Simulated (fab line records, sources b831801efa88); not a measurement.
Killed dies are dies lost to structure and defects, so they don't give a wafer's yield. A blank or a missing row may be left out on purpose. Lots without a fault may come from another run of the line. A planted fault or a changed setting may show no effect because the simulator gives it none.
Which tool did it? | flow gf180mcu | 6 lots, 18 wafers sampled, at 3 steps of a route of 602

WHAT THE GAUGES READ, wafer by wafer
GF_PSD_CD_MEAS_07: target cd 400 nm.
lot  | measured     | on        | cd_nm (nm)
L698 | day 15 03:02 | cd_sem-02 | 402.4 401.0 399.5
L700 | day 15 17:46 | cd_sem-01 | 399.9 399.9 398.0
L702 | day 16 10:55 | cd_sem-01 | 399.7 399.6 398.7
L704 | day 17 06:55 | cd_sem-02 | 398.7 402.4 401.4
L706 | day 17 22:21 | cd_sem-01 | 399.7 402.9 403.3
L719 | day 22 10:42 | cd_sem-02 | 401.8 400.8 399.4

WHICH TOOL RAN EACH LOT (tool, then ch and the chambers of the sampled wafers, then the start)
lot  | GF_POLY_GATE_ETCH_13             | GF_POLY_GATE_STRIP_14
L698 | rie_si-01 ch 0,1, day 9 21:08    | plasma_asher-02 ch 0,1, day 9 21:11
L700 | rie_si-01 ch 0,2,3, day 10 09:09 | plasma_asher-01 ch 0,1, day 10 09:14
L702 | rie_si-02 ch 0,1,2, day 11 00:47 | plasma_asher-03 ch 0,1, day 11 00:50
L704 | rie_si-01 ch 1,2,3, day 11 17:07 | plasma_asher-01 ch 0,1, day 11 17:10
L706 | rie_si-02 ch 0,2, day 12 05:29   | plasma_asher-03 ch 0, day 12 05:32
L719 | rie_si-02 ch 0,2,3, day 16 03:44 | plasma_asher-02 ch 0,1, day 16 03:47
- GF_POLY_GATE_ETCH_13: etches poly-Si in HBr/Cl2, stops on SiO2, target depth 198.5 nm, time 69.6 s.
- GF_POLY_GATE_STRIP_14: strips in O2/N2.

THE ANSWER, worked out from the rows above alone
Rule: what is usual is taken from the lots themselves. Put in order of their means at a reading, lots are off if they are a third of the lots or fewer, leave a main group of 4 or more, and stand apart from it by a gap of 3 or more times the standard deviation of the main group's means; of several such gaps the widest counts. A main group whose means are all the same, to the digits that the tables above print for the reading, isn't used. A lot without any number at a reading at which 4 lots or more have one is off too. The other lots that the step has rows for count as sound.
No lot is off at any reading shown: from this, nothing can be told.

WHAT THE SIMULATOR HAD PUT IN
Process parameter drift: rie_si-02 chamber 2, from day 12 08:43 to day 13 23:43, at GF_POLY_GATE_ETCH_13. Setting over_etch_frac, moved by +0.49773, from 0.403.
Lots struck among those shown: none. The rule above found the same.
